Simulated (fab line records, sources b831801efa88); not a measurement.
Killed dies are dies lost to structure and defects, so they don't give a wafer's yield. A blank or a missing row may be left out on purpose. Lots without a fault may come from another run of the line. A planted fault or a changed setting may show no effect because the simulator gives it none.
Chamber matching | flow sky130 | SKY_FIELD_ISO_CMP_27 on cmp-02: 4 sister chambers
The step polishes, stops on Si3N4, t overpolish 16 s, target thk 457.8 nm. 7 wafers are shown with their chamber, then 6 later ones without.

WAFERS WITH THEIR CHAMBER
wafer  | chamber | motor_current_A (A) | time_to_endpoint_s (s)
L704.6 | 0       | 12.3                | 108
L720.2 | 0       | 11.9                | 115
L720.3 | 3       | 13.7                | 115
L720.5 | 2       | 13.0                | 116
L721.3 | 1       | 13.2                | 107
L721.5 | 2       | 12.9                | 111
L721.6 | 3       | 13.7                | 112

WAFERS WITHOUT THEIR CHAMBER
wafer  | motor_current_A (A) | time_to_endpoint_s (s)
L722.2 | 13.9                | 112
L722.5 | 12.6                | 116
L722.6 | 13.1                | 109
L723.2 | 13.6                | 106
L723.3 | 12.4                | 114
L723.4 | 13.4                | 110

WHICH CHAMBER EACH WENT THROUGH
wafer  | from the rows above          | in truth
L722.2 | 3                            | 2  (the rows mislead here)
L722.5 | can't be placed: 2 or 0      | 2
L722.6 | can't be placed: 1 or 2      | 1
L723.2 | can't be placed: 3 or 1      | 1
L723.3 | can't be placed: 0 or 2      | 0
L723.4 | can't be placed: 1 or 3 or 2 | 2
Placed correctly: 0 of 6. Can't be placed from these rows: 5 (the true chamber is among the candidates in 5). Placed wrongly: 1.
How it was worked out, from the rows above alone: a wafer's distance from a chamber is the root of the sum, over the readings, of the square of ((its reading less the chamber's mean) divided by the reading's scatter). The wafer belongs to the nearest chamber; if the next one is less than 2 further off, it can't be placed. A chamber's mean is the mean of its shown wafers. The scatter: the root of (the sum of the squares of (reading less its chamber's mean) over the shown wafers, divided by (wafers less chambers)).
